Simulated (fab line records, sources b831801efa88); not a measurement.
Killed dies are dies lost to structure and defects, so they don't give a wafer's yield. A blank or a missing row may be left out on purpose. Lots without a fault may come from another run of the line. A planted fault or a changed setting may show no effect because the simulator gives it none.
Which tool did it? | flow gf180mcu | 6 lots, 18 wafers sampled, at 3 steps of a route of 602

WHAT THE GAUGES READ, wafer by wafer
GF_PSD_RS_MEAS_14: measures by four-point-probe.
lot  | measured     | on            | NSD_RS (ohm/sq)
L543 | day 14 19:59 | film_metro-04 | 46.15 46.14 46.06
L546 | day 15 19:08 | film_metro-03 | 46.15 46.05 46.04
L549 | day 16 15:11 | film_metro-03 | 46.15 46.23 46.11
L555 | day 19 02:48 | film_metro-02 | 46.03 45.96 45.99
L558 | day 19 18:41 | film_metro-04 | 45.09 45.06 45.05 45.13 45.14 45.11
L564 | day 22 00:59 | film_metro-03 | 46.21 46.25 46.18

WHICH TOOL RAN EACH LOT (tool, then ch and the chambers of the sampled wafers, then the start)
lot  | GF_NSD_IMPLANT_09               | GF_NSD_STRIP_11
L543 | implanter-01 ch 0, day 13 22:29 | plasma_asher-02 ch 0,1, day 13 22:47
L546 | implanter-01 ch 0, day 14 20:56 | plasma_asher-01 ch 0,1, day 14 21:14
L549 | implanter-02 ch 0, day 15 16:35 | plasma_asher-01 ch 0,1, day 15 16:52
L555 | implanter-01 ch 0, day 18 02:32 | plasma_asher-02 ch 0,1, day 18 02:50
L558 | implanter-02 ch 0, day 18 17:05 | plasma_asher-02 ch 0,1, day 18 17:23
L564 | implanter-03 ch 0, day 21 00:28 | plasma_asher-02 ch 0,1, day 21 00:44
- GF_NSD_IMPLANT_09
- GF_NSD_STRIP_11: strips in O2/N2.

THE ANSWER, worked out from the rows above alone
Rule: what is usual is taken from the lots themselves. Put in order of their means at a reading, lots are off if they are a third of the lots or fewer, leave a main group of 4 or more, and stand apart from it by a gap of 3 or more times the standard deviation of the main group's means; of several such gaps the widest counts. A main group whose means are all the same, to the digits that the tables above print for the reading, isn't used. A lot without any number at a reading at which 4 lots or more have one is off too. The other lots that the step has rows for count as sound.
Off: L558, at GF_PSD_RS_MEAS_14 (NSD_RS). The main group: mean 46.11 ohm/sq, standard deviation 0.075.
A tool fits if, at a process step before that reading, it ran every lot that is off, and no sound lot after the first of them. The gauges at GF_PSD_RS_MEAS_14 are tried like those tools. Can't be told from this: 2 tools fit, implanter-02 at GF_NSD_IMPLANT_09, film_metro-04 at GF_PSD_RS_MEAS_14.

WHAT THE SIMULATOR HAD PUT IN
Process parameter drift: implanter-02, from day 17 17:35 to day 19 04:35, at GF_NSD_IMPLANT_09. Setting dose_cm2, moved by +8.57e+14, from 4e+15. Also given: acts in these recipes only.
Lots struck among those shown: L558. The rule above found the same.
